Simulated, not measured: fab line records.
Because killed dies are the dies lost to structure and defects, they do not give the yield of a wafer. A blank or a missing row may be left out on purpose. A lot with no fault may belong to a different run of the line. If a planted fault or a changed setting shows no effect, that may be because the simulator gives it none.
The tool behind it: which one?	flow sky130	42 wafers from 14 lots sampled at 3 of the route's 708 steps

== WHAT THE GAUGES READ, wafer by wafer ==
SKY_SD_N_RS_MEAS_18: measurement is done with a four-point probe.
lot	measured	on	RES_XHIGH_RS (ohm/sq)
L403	day 28 03:38	film metro-02	332.1 332.3 332.8
L404	day 28 08:15	film metro-04	333.3 334.2 333.2
L407	day 29 04:39	film metro-02	334.0 335.1 334.7
L406	day 29 05:14	film metro-02	333.4 332.7 334.2
L409	day 30 05:44	film metro-02	332.1 331.2 332.8
L410	day 30 16:47	film metro-01	332.9 331.5 332.4
L412	day 31 05:54	film metro-01	331.5 330.4 331.9
L413	day 31 11:30	film metro-02	332.0 332.4 332.6
L415	day 32 02:05	film metro-04	333.8 333.0 334.4
L420	day 34 05:06	film metro-02	333.2 332.7 333.5
L423	day 34 12:17	film metro-04	332.7 334.5 335.5
L424	day 34 22:44	film metro-01	334.1 333.0 332.6
L425	day 35 04:15	film metro-04	333.0 333.2 332.6
L426	day 35 15:03	film metro-04	334.6 334.6 334.4

SKY_LI_CONTACT_BOW_MEAS_03.
lot	measured	on	LI_CONTACT_BOW (um)
L403	day 28 04:14	film metro-02	50 60 59
L404	day 28 08:52	film metro-01	56 55 46
L407	day 29 05:14	film metro-01	57 46 68
L406	day 29 05:49	film metro-04	50 57 50
L409	day 30 06:20	film metro-01	61 63 66
L410	day 30 17:22	film metro-01	53 47 65
L412	day 31 06:30	film metro-01	63 58 53
L413	day 31 12:05	film metro-02	66 62 60
L415	day 32 02:46	film metro-02	52 50 59
L420	day 34 05:42	film metro-01	51 56 50
L423	day 34 12:53	film metro-04	54 65 52
L424	day 34 23:20	film metro-02	49 50 46
L425	day 35 04:51	film metro-04	49 60 59
L426	day 35 15:41	film metro-01	62 71 69

== TOOL THAT RAN EACH LOT (tool first, then ch and the chambers of the sampled wafers, then the start) ==
lot	SKY_POLY_GATE_ETCH_15
L403	rie diel-04 ch 1,3, day 16 14:43
L404	rie diel-02 ch 1,2, day 16 20:38
L407	rie diel-02 ch 0,1, day 17 12:40
L406	rie diel-04 ch 0,2,3, day 17 13:01
L409	rie diel-02 ch 1,2,3, day 18 17:49
L410	rie diel-04 ch 0,3, day 19 06:31
L412	rie diel-04 ch 2,3, day 19 21:53
L413	rie diel-02 ch 0,1, day 20 03:05
L415	rie diel-04 ch 0,1, day 20 20:17
L420	rie diel-04 ch 0,2,3, day 23 02:22
L423	rie diel-01 ch 0,1, day 23 12:46
L424	rie diel-01 ch 0,2, day 24 01:22
L425	rie diel-04 ch 1,2,3, day 24 05:01
L426	rie diel-01 ch 0,2,3, day 24 17:31
- SKY_POLY_GATE_ETCH_15: etches BARC in N2/H2, stops on SiO2, time 118.5 s, target depth 110 nm.

== AS READ BY THE TOOLS THEMSELVES (means over the sampled wafers that have a number; for cases with no such wafer, the mark the record gives instead) ==
SKY_POLY_GATE_ETCH_15.
lot	tool	chamber pressure mTorr (mTorr)	drypump motor current A (A)	oes product au (a.u.)	throttle valve pct (%)
L403	rie diel-04	30.05	5.2	0.713	13.210
L404	rie diel-02	29.98	5.2	0.722	13.215
L407	rie diel-02	30.00	5.5	0.718	13.218
L406	rie diel-04	29.98	5.7	0.715	13.211
L409	rie diel-02	30.03	5.4	0.712	13.212
L410	rie diel-04	30.00	5.5	0.715	13.212
L412	rie diel-04	30.01	5.5	0.716	13.206
L413	rie diel-02	29.99	5.9	0.713	13.211
L415	rie diel-04	30.01	5.7	0.716	13.217
L420	rie diel-04	30.01	5.7	0.718	13.213
L423	rie diel-01	29.98	5.5	0.717	13.218
L424	rie diel-01	30.00	6.3	0.715	13.215
L425	rie diel-04	29.99	5.4	0.718	13.214
L426	rie diel-01	29.97	6.4	0.718	13.216

== THE ANSWER, worked out from the rows above alone ==
Rule: what is usual is taken from the lots themselves. Put in order of their means at a reading, lots are off if they are a third of the lots or fewer, leave a main group of 4 or more, and stand apart from it by a gap of 3 or more times the standard deviation of the main group's means; of several such gaps the widest counts. Not used: any main group whose means are identical at the precision the tables above print for the reading. Also off: a lot with no number at a reading for which 4 or more lots have one. All remaining lots with rows at the step are treated as sound. Order of review: gauges by route order, followed by the tools' own readings, for which a lot's mean as printed above is used. The first step at which some lot is off is used, and at that step the reading that is off furthest; a lot without a number counts as furthest.
Across all readings shown, no lot is off: no conclusion can be drawn from this.

== WHAT THE SIMULATOR HAD PUT IN ==
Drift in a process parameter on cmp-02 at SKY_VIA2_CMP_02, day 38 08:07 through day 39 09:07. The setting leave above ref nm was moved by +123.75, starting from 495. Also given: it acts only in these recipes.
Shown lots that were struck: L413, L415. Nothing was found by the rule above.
